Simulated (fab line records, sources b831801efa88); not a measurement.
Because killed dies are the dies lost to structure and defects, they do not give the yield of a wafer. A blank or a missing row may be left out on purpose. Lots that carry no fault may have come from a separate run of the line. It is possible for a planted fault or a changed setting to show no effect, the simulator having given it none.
One fault through the eyes of 2 desks || flow sky130 || what lay behind the numbers comes last; until then each desk has only its own

## AT THE METROLOGY DESK
Lot by lot, what the gauges showed, no matter which tool ran the lot: averages of those sampled wafers that carry a number. A lot is out of limits, marked OUT, if its mean lies more than 4 standard deviations from the usual mean; the brackets give that distance.
Columns: A = cd_nm at SKY_METAL4_CD_MEAS_13, usual 300.9 nm
{"lot": "L859", "first seen here": "day 42 06:46", "A": 299.3}
{"lot": "L860", "first seen here": "day 42 12:23", "A": 301.6}
{"lot": "L861", "first seen here": "day 42 23:42", "A": 299.3}
{"lot": "L862", "first seen here": "day 43 02:31", "A": 301.6}
{"lot": "L863", "first seen here": "day 43 10:35", "A": 302.0}
{"lot": "L864", "first seen here": "day 43 21:07", "A": 300.8}
{"lot": "L866", "first seen here": "day 44 10:04", "A": 299.9}
{"lot": "L868", "first seen here": "day 45 00:55", "A": 302.4}
{"lot": "L877", "first seen here": "day 47 05:07", "A": 298.6}
{"lot": "L879", "first seen here": "day 47 15:41", "A": 300.0}
{"lot": "L880", "first seen here": "day 47 22:25", "A": 299.1}
Finding of this desk: none of the 11 lots has anything out of limits.

## TOOL OWNER'S DESK, furnace-01
SKY_PAD_OPEN_ANNEAL_12, tool's own readings: per-lot mean of the sampled wafers with a number, covering each lot this tool ran. A lot is out of limits, marked OUT, if its mean lies more than 4 standard deviations from the usual mean; the brackets give that distance. Shown are 7 of the 8 readings it has, namely the first that went out of limits plus those furthest out on some lot.
Columns: A = spike_tc_bottom_C at SKY_PAD_OPEN_ANNEAL_12, usual 422.9 C; B = spike_tc_centre_C at SKY_PAD_OPEN_ANNEAL_12, usual 399.8 C; C = spike_tc_lower_C at SKY_PAD_OPEN_ANNEAL_12, usual 399.8 C; D = spike_tc_upper_C at SKY_PAD_OPEN_ANNEAL_12, usual 400.2 C; E = tube_center_temp_C at SKY_PAD_OPEN_ANNEAL_12, usual 400 C; F = tube_center_temp_C_max at SKY_PAD_OPEN_ANNEAL_12, usual 401.00; G = zone_power_upper_pct at SKY_PAD_OPEN_ANNEAL_12, usual 4.18 %
{"lot": "L860", "first seen here": "day 46 09:56", "A": 422.9, "B": 400.5, "C": 400.3, "D": 400.2, "E": 400, "F": 401.15, "G": 4.03}
{"lot": "L862", "first seen here": "day 46 21:44", "A": 423.0, "B": 400.3, "C": 400.1, "D": 399.2, "E": 400, "F": 400.94, "G": 4.06}
{"lot": "L864", "first seen here": "day 47 12:41", "A": 423.3, "B": 399.3, "C": 400.0, "D": 400.5, "E": 400, "F": 401.00, "G": 4.04}
{"lot": "L866", "first seen here": "day 48 01:44", "A": "402.2 (-21) OUT", "B": "379.1 (-19) OUT", "C": "378.8 (-21) OUT", "D": "379.5 (-21) OUT", "E": "379 (-99 or more) OUT", "F": "380.15 (-99 or more) OUT", "G": 3.77}
{"lot": "L868", "first seen here": "day 48 13:32", "A": "402.4 (-21) OUT", "B": "378.7 (-19) OUT", "C": "379.8 (-20) OUT", "D": "379.5 (-21) OUT", "E": "379 (-99 or more) OUT", "F": "380.20 (-99 or more) OUT", "G": 3.77}
{"lot": "L880", "first seen here": "day 50 23:02", "A": 422.3, "B": 400.0, "C": 400.0, "D": 400.8, "E": 400, "F": 401.03, "G": 4.06}
This desk's verdict: out of limits on L866, L868, starting with L866 at day 48 01:44 (spike_tc_bottom_C at SKY_PAD_OPEN_ANNEAL_12). In limits: L860, L862, L864, L880.

## ALL TOGETHER
The tool owner's desk could have raised an alarm at day 48 01:44, on L866, L868.
Nothing out of limits was seen by the metrology desk.
The metrology desk holds a record of L866, L868, inside its limits.
On furnace-01, each named lot ran SKY_PAD_OPEN_ANNEAL_12.

## WHAT THE SIMULATOR HAD INSERTED
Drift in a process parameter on furnace-01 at SKY_PAD_OPEN_ANNEAL_12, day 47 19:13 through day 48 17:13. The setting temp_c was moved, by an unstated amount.
Lots struck among those shown: L866, L868.
Each desk's first reading out of limits, in hours after the fault started: the tool owner's desk, 7.
